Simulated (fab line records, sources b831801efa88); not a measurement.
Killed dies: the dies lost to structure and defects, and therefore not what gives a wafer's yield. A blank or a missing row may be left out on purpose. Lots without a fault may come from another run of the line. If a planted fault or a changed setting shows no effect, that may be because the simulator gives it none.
Which tool was responsible? | flow gf180mcu | 6 lots with 18 wafers sampled at 2 steps, on a route of 602 steps

== WHAT THE GAUGES SHOWED, per wafer ==
GF_HV_LDD_CD_MEAS_31 targets a cd of 400 nm.
lot  | measured     | on        | cd-nm (nm)
L389 | day 11 21:14 | cd-sem-02 | 395.2 396.7 398.3
L392 | day 12 20:41 | cd-sem-01 | 401.8 400.0 401.8
L397 | day 14 14:13 | cd-sem-01 | - - -
L401 | day 15 17:05 | cd-sem-01 | 401.4 401.4 402.2
L406 | day 17 07:40 | cd-sem-01 | 399.9 396.6 398.5
L409 | day 18 09:41 | cd-sem-01 | 396.7 398.1 396.9

== TOOL THAT RAN EACH LOT (tool first, then ch and the chambers of the sampled wafers, then the start) ==
lot  | GF_HV_LDD_EXPOSE_28
L389 | iline-stepper-01 ch 0, day 11 12:31
L392 | iline-stepper-01 ch 0, day 12 10:58
L397 | iline-stepper-01 ch 0, day 14 04:26
L401 | iline-stepper-02 ch 0, day 15 06:57
L406 | iline-stepper-01 ch 0, day 16 20:37
L409 | iline-stepper-01 ch 0, day 17 21:52
- GF_HV_LDD_EXPOSE_28: exposes mask Nplus HV AREA, target cd 400 nm.

== THE ANSWER, worked out from the rows above alone ==
Rule: the usual values come from the lots themselves. The widest of any qualifying gaps counts: lots, ordered by their means at a reading, are off when they make up no more than a third of the lots, leave a main group of 4 or more, and stand apart from it by 3 or more times the standard deviation of that group's means. If all means in a main group match to the digits the tables above print for the reading, that group is not used. A lot without any number at a reading at which 4 lots or more have one is off too. Where the step has rows for the other lots, those lots are counted as sound.
Off at GF_HV_LDD_CD_MEAS_31 (cd-nm): L397. Without a number there: L397. The main group has a mean of 399.0 nm with a standard deviation of 2.
If a tool, at a process step before that reading, ran all the lots that are off and no sound lot after the first of them, it fits. The gauges at GF_HV_LDD_CD_MEAS_31 are tried like those tools. Of those tried, none fits.

== WHAT HAD BEEN PUT IN BY THE SIMULATOR ==
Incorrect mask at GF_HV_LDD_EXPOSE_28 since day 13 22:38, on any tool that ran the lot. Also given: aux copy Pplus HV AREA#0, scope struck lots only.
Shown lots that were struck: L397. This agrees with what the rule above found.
